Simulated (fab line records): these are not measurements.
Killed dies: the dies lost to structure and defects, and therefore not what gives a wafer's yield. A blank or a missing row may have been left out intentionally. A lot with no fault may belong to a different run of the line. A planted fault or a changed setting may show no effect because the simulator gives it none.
Problem report in the 8D (eight disciplines) form, filled by code + flow sky130 + the parts of the form that need people (team, actions taken, sign-off) are left out

1. THE PROBLEM
A mean of 577.8 W is read at SKY_VIA2_ETCH_14 for rfFwdPowerW, taken on 1 wafer of 1 lot, against 494.5 W (standard deviation 2.4) on wafers free of any fault. That is +35 standard deviations from the usual mean.
The step: etches BARC in N2/H2, stops on SiO2, time 45.9 s, target depth 60 nm.
Earliest sighting: wafer L246.2 on rieDiel-04 at day 41 09:34. The record has a number at this step for 33 wafers belonging to 11 lots. The rule behind "out" and "out of limits": a value lying over 4 standard deviations away from the usual mean. All remaining wafers that have a number are taken as sound.

2. WHAT IT IS, AND WHAT IT ISN'T
| question                    | is                | is not                                                                                       |
|-----------------------------|-------------------|----------------------------------------------------------------------------------------------|
| which readings at this step | rfFwdPowerW       | drypumpMotorCurrentA, h2FlowSccm, oesProductAu, throttleValvePct                             |
| which lots                  | L246              | L230, L231, L232, L234, L236, L247, L249, L251, L252, L253                                   |
| which wafers of those lots  | L246.2            | L246.1, L246.5                                                                               |
| read on which tools         | rieDiel-04        | rieDiel-01, rieDiel-03                                                                       |
| when                        | from day 41 09:34 | up to then (17 sound wafers); but 15 sound wafers of L247, L249, L251, L252, L253 came after |

3. SUSPECTS, AND WHAT RULES EACH OUT
Counting: if a tool at a process step up to the reading ran every lot that is out, it stays a suspect. Sound lots after the first of them don't rule it out here, since some wafers of a struck lot are sound.
- rieMetal-02 at SKY_METAL2_DESCUM_17 (chemistry O2, time 8 s): kept. It ran the lot that is out, L246 (day 40 07:47).
- rieDiel-04 at SKY_VIA2_ETCH_14 (etches BARC in N2/H2, stops on SiO2, time 45.9 s, target depth 60 nm): kept. The lot that is out, L246, ran on it at day 41 09:34; the last sound lot it ran before that was L236, at day 38 18:49. On those wafers its own readings are out: rfFwdPowerW.
- At SKY_VIA2_ETCH_14 on rieDiel-04, chamber 3 took the sound wafers of the same lots and chamber 2 took the wafers that are out.
Left after counting: rieMetal-02 at SKY_METAL2_DESCUM_17, rieDiel-04 at SKY_VIA2_ETCH_14.

4. THE CAUSE (what the simulator had put in)
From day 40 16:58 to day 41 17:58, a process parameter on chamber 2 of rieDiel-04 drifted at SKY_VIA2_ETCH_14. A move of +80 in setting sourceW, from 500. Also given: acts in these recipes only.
After counting, 2 suspects remain, this tool included.

5. THE EFFECT CHAIN, in route order
Rows list readings where the struck wafers' mean (over those with a number) sits beyond 3 standard deviations from the usual. Readings are gone through only where the record gives a usual standard deviation; hours: the median, over the lots, of the time from a lot's start at the first step in this table giving one to that lot's start at this step; sigmas: the change measured in usual standard deviations.
| hours | step             | reading     | usual   | on struck wafers | change | sigmas |
|-------|------------------|-------------|---------|------------------|--------|--------|
| 0     | SKY_VIA2_ETCH_14 | rfFwdPowerW | 494.5 W | 577.8            | +83.3  | +35    |
Its process steps:
- SKY_VIA2_ETCH_14: etches BARC in N2/H2, stops on SiO2, time 45.9 s, target depth 60 nm.
At these later measuring or inspecting steps, every struck wafer for which the step has a row has a number for every such reading, and none has moved that far: SKY_VIA2_THK_MEAS_23.

6. WHAT WOULD HAVE CAUGHT IT SOONER
In this record the first reading out of limits was taken at day 41 09:34, 17 hours after the fault began at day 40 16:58.
